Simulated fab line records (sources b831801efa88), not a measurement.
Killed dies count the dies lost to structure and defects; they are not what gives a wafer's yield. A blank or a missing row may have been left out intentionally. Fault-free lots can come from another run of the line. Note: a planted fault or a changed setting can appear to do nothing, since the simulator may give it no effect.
Chamber matching / flow sky130 / SKY_VIA4_CMP_21 on cmp-01 has 4 sister chambers
The step polishes, stops on SiO2, t overpolish 25 s, target thk 0 nm. 42 wafers are shown with their chamber, then 12 later ones without.

WAFERS, EACH WITH ITS CHAMBER
wafer=L075.2; chamber=1; motor current A (A)=11.0; time to endpoint s (s)=125; overpolish run s (s)=24.993
wafer=L075.3; chamber=2; motor current A (A)=9.8; time to endpoint s (s)=117; overpolish run s (s)=25.011
wafer=L075.5; chamber=0; motor current A (A)=9.7; time to endpoint s (s)=120; overpolish run s (s)=25.025
wafer=L076.4; chamber=2; motor current A (A)=10.0; time to endpoint s (s)=119; overpolish run s (s)=24.984
wafer=L076.5; chamber=0; motor current A (A)=9.8; time to endpoint s (s)=121; overpolish run s (s)=25.005
wafer=L076.6; chamber=1; motor current A (A)=10.8; time to endpoint s (s)=119; overpolish run s (s)=24.988
wafer=L078.2; chamber=2; motor current A (A)=9.2; time to endpoint s (s)=117; overpolish run s (s)=25.004
wafer=L078.3; chamber=1; motor current A (A)=11.2; time to endpoint s (s)=124; overpolish run s (s)=25.003
wafer=L078.4; chamber=0; motor current A (A)=9.9; time to endpoint s (s)=118; overpolish run s (s)=25.007
wafer=L079.1; chamber=1; motor current A (A)=10.7; time to endpoint s (s)=123; overpolish run s (s)=24.988
wafer=L079.3; chamber=0; motor current A (A)=10.1; time to endpoint s (s)=118; overpolish run s (s)=24.992
wafer=L079.6; chamber=2; motor current A (A)=9.2; time to endpoint s (s)=117; overpolish run s (s)=24.990
wafer=L082.1; chamber=0; motor current A (A)=10.0; time to endpoint s (s)=123; overpolish run s (s)=24.985
wafer=L082.5; chamber=3; motor current A (A)=10.1; time to endpoint s (s)=135; overpolish run s (s)=25.008
wafer=L082.6; chamber=2; motor current A (A)=9.5; time to endpoint s (s)=128; overpolish run s (s)=24.992
wafer=L084.3; chamber=2; motor current A (A)=9.8; time to endpoint s (s)=128; overpolish run s (s)=24.990
wafer=L084.4; chamber=0; motor current A (A)=10.4; time to endpoint s (s)=126; overpolish run s (s)=25.006
wafer=L084.6; chamber=0; motor current A (A)=10.3; time to endpoint s (s)=123; overpolish run s (s)=24.993
wafer=L086.2; chamber=0; motor current A (A)=9.2; time to endpoint s (s)=117; overpolish run s (s)=25.000
wafer=L086.3; chamber=2; motor current A (A)=9.6; time to endpoint s (s)=119; overpolish run s (s)=24.992
wafer=L086.6; chamber=1; motor current A (A)=11.1; time to endpoint s (s)=127; overpolish run s (s)=25.011
wafer=L086.1; chamber=1; motor current A (A)=10.9; time to endpoint s (s)=126; overpolish run s (s)=24.976
wafer=L086.4; chamber=3; motor current A (A)=9.8; time to endpoint s (s)=124; overpolish run s (s)=24.994
wafer=L086.5; chamber=0; motor current A (A)=10.4; time to endpoint s (s)=120; overpolish run s (s)=24.979
wafer=L088.1; chamber=0; motor current A (A)=9.7; time to endpoint s (s)=121; overpolish run s (s)=24.997
wafer=L088.3; chamber=2; motor current A (A)=9.6; time to endpoint s (s)=122; overpolish run s (s)=24.999
wafer=L088.5; chamber=0; motor current A (A)=10.1; time to endpoint s (s)=123; overpolish run s (s)=24.999
wafer=L091.1; chamber=0; motor current A (A)=9.8; time to endpoint s (s)=117; overpolish run s (s)=25.016
wafer=L091.3; chamber=3; motor current A (A)=9.3; time to endpoint s (s)=126; overpolish run s (s)=25.002
wafer=L091.6; chamber=1; motor current A (A)=11.1; time to endpoint s (s)=122; overpolish run s (s)=25.008
wafer=L090.1; chamber=1; motor current A (A)=11.2; time to endpoint s (s)=131; overpolish run s (s)=24.995
wafer=L090.3; chamber=2; motor current A (A)=10.0; time to endpoint s (s)=125; overpolish run s (s)=24.994
wafer=L090.6; chamber=2; motor current A (A)=9.4; time to endpoint s (s)=125; overpolish run s (s)=25.006
wafer=L094.1; chamber=3; motor current A (A)=9.8; time to endpoint s (s)=127; overpolish run s (s)=24.991
wafer=L094.3; chamber=2; motor current A (A)=9.4; time to endpoint s (s)=125; overpolish run s (s)=25.008
wafer=L094.4; chamber=1; motor current A (A)=11.1; time to endpoint s (s)=128; overpolish run s (s)=25.007
wafer=L094.2; chamber=0; motor current A (A)=10.0; time to endpoint s (s)=118; overpolish run s (s)=25.012
wafer=L094.5; chamber=2; motor current A (A)=9.6; time to endpoint s (s)=123; overpolish run s (s)=24.999
wafer=L094.6; chamber=1; motor current A (A)=11.3; time to endpoint s (s)=123; overpolish run s (s)=25.013
wafer=L096.1; chamber=0; motor current A (A)=9.5; time to endpoint s (s)=129; overpolish run s (s)=25.003
wafer=L096.2; chamber=1; motor current A (A)=10.9; time to endpoint s (s)=135; overpolish run s (s)=25.010
wafer=L096.6; chamber=1; motor current A (A)=11.3; time to endpoint s (s)=135; overpolish run s (s)=25.001

SIGNATURES (averages over the wafers above)
reading=motor current A; chamber 0=9.921; chamber 1=11.050; chamber 2=9.592; chamber 3=9.750; scatter within a chamber=0.283
reading=time to endpoint s; chamber 0=121.00; chamber 1=126.50; chamber 2=122.08; chamber 3=128.00; scatter within a chamber=4.3
reading=overpolish run s; chamber 0=25.00136; chamber 1=24.99942; chamber 2=24.99742; chamber 3=24.99875; scatter within a chamber=0.0107
Rule: for a wafer and a chamber, the distance is found by dividing, reading by reading, the gap between the wafer's reading and the chamber's mean by the reading's scatter, squaring, summing and taking the root. If the next closest chamber is less than 2 further off than the closest, the wafer can't be placed; otherwise it belongs to the closest. The scatter: the root of (the sum of the squares of (reading less its chamber's mean) over the shown wafers, divided by (wafers less chambers)).

WAFERS WITH NO CHAMBER GIVEN
wafer=L096.3; motor current A (A)=9.8; time to endpoint s (s)=138; overpolish run s (s)=24.995
wafer=L096.4; motor current A (A)=9.7; time to endpoint s (s)=134; overpolish run s (s)=24.989
wafer=L096.5; motor current A (A)=9.6; time to endpoint s (s)=131; overpolish run s (s)=25.008
wafer=L095.1; motor current A (A)=11.0; time to endpoint s (s)=132; overpolish run s (s)=25.012
wafer=L095.3; motor current A (A)=9.6; time to endpoint s (s)=129; overpolish run s (s)=25.001
wafer=L095.6; motor current A (A)=9.5; time to endpoint s (s)=126; overpolish run s (s)=24.989
wafer=L095.2; motor current A (A)=9.4; time to endpoint s (s)=124; overpolish run s (s)=25.001
wafer=L095.4; motor current A (A)=9.5; time to endpoint s (s)=120; overpolish run s (s)=25.005
wafer=L095.5; motor current A (A)=11.1; time to endpoint s (s)=131; overpolish run s (s)=25.005
wafer=L097.1; motor current A (A)=10.2; time to endpoint s (s)=135; overpolish run s (s)=24.999
wafer=L097.3; motor current A (A)=9.5; time to endpoint s (s)=135; overpolish run s (s)=25.003
wafer=L097.5; motor current A (A)=9.5; time to endpoint s (s)=132; overpolish run s (s)=25.020

WHICH CHAMBER EACH WENT THROUGH
wafer=L096.3; from the rows above=can't be placed: 3 or 2 or 0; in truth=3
wafer=L096.4; from the rows above=can't be placed: 3 or 2 or 0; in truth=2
wafer=L096.5; from the rows above=can't be placed: 3 or 2 or 0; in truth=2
wafer=L095.1; from the rows above=1; in truth=1
wafer=L095.3; from the rows above=can't be placed: 3 or 2 or 0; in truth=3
wafer=L095.6; from the rows above=can't be placed: 2 or 3 or 0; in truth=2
wafer=L095.2; from the rows above=can't be placed: 2 or 3 or 0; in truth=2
wafer=L095.4; from the rows above=can't be placed: 2 or 0 or 3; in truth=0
wafer=L095.5; from the rows above=1; in truth=1
wafer=L097.1; from the rows above=can't be placed: 3 or 0 or 1 or 2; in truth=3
wafer=L097.3; from the rows above=can't be placed: 3 or 2 or 0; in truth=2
wafer=L097.5; from the rows above=can't be placed: 3 or 2 or 0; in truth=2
2 of 12 placed correctly. Can't be placed from these rows: 10 (the true chamber is among the candidates in 10). Number placed wrongly: 0.
